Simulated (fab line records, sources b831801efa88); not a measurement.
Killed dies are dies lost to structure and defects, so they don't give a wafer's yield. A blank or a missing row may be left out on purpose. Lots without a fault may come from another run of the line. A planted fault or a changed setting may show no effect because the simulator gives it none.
Problem report in the 8D (eight disciplines) form, filled by code | flow sky130 | the parts of the form that need people (team, actions taken, sign-off) are left out

1. THE PROBLEM
oes_product_au at SKY_VIA1_ETCH_15 reads a mean of 0.921 a.u. on 2 wafers of 2 lots; wafers without a fault read 0.980 a.u. with a standard deviation of 0.0059. That is -10 standard deviations from the usual mean.
The step: etches SiO2 in C4F8/O2/Ar, stops on TiN, target depth 351 nm, time 54 s.
First seen on wafer L274.2, day 38 22:05, on rie_diel-01. The record holds 35 wafers of 12 lots with a number at this step. Rule for "out", or "out of limits": more than 4 standard deviations from the usual mean. The other wafers with a number count as sound.

2. WHAT IT IS AND WHAT IT IS NOT
question                    | is                | is not
which readings at this step | oes_product_au    | rf_fwd_power_W
which lots                  | L274, L276        | L262, L263, L264, L265, L266, L268, L272, L280, L281, L282
which wafers of those lots  | L274.2, L276.6    | L274.3, L276.3, L276.5
read on which tools         | rie_diel-01       | rie_diel-02, rie_diel-03
when                        | from day 38 22:05 | up to then (22 sound wafers); but 11 sound wafers of L276, L280, L281, L282 came after

3. SUSPECTS, AND WHAT RULES EACH OUT
Counting: a tool at a process step up to the reading stays a suspect if it ran every lot that is out. Sound lots after the first of them don't rule it out here, since some wafers of a struck lot are sound.
- cmp-01 at SKY_VIA1_CMP_02 (polishes SiO2): kept. It ran every lot that is out, first L274 (day 37 20:02); its last sound lot up to then is L272 (day 36 23:21).
- rie_diel-01 at SKY_VIA1_ETCH_15 (etches SiO2 in C4F8/O2/Ar, stops on TiN, target depth 351 nm, time 54 s): kept. It ran every lot that is out, first L274 (day 38 22:05); its last sound lot up to then is L268 (day 37 00:16). Its own readings are out on those wafers: oes_product_au.
- Within cmp-01 at SKY_VIA1_CMP_02: the wafers that are out ran in chamber 3; their sound lot-mates ran in chambers 0, 1.
Left after counting: cmp-01 at SKY_VIA1_CMP_02, rie_diel-01 at SKY_VIA1_ETCH_15.

4. THE CAUSE (what the simulator had put in)
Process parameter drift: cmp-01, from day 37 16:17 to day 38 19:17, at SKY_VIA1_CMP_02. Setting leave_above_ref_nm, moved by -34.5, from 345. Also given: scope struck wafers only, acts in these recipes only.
Counting left 2 suspects, and this tool is among them.

5. THE CHAIN OF EFFECTS, in route order
Each row: a reading whose mean over the struck wafers that have a number lies more than 3 standard deviations from the usual. Only readings for which the record gives a usual standard deviation are gone through. hours: the time from each lot's start at the first step in this table that gives one to its start at this step, as a median over the lots. sigmas: the change in usual standard deviations.
hours | step             | reading        | usual      | on struck wafers | change | sigmas
0     | SKY_VIA1_ETCH_15 | oes_product_au | 0.980 a.u. | 0.921            | -0.059 | -10
The process steps in it:
- SKY_VIA1_ETCH_15: etches SiO2 in C4F8/O2/Ar, stops on TiN, target depth 351 nm, time 54 s.

6. WHAT WOULD HAVE CAUGHT IT SOONER
In this record the first reading out of limits was taken at day 38 22:05, 30 hours after the fault began at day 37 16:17.
Of the tool readings at SKY_VIA1_CMP_02 for which the record gives a usual standard deviation, none was out on any struck wafer, so an alarm limit of 4 standard deviations on them would not have fired.
All the lots that are out (2) had begun SKY_VIA1_CMP_02 on cmp-01 by day 38 22:05. A hold on the tool at that time would have spared none of them.
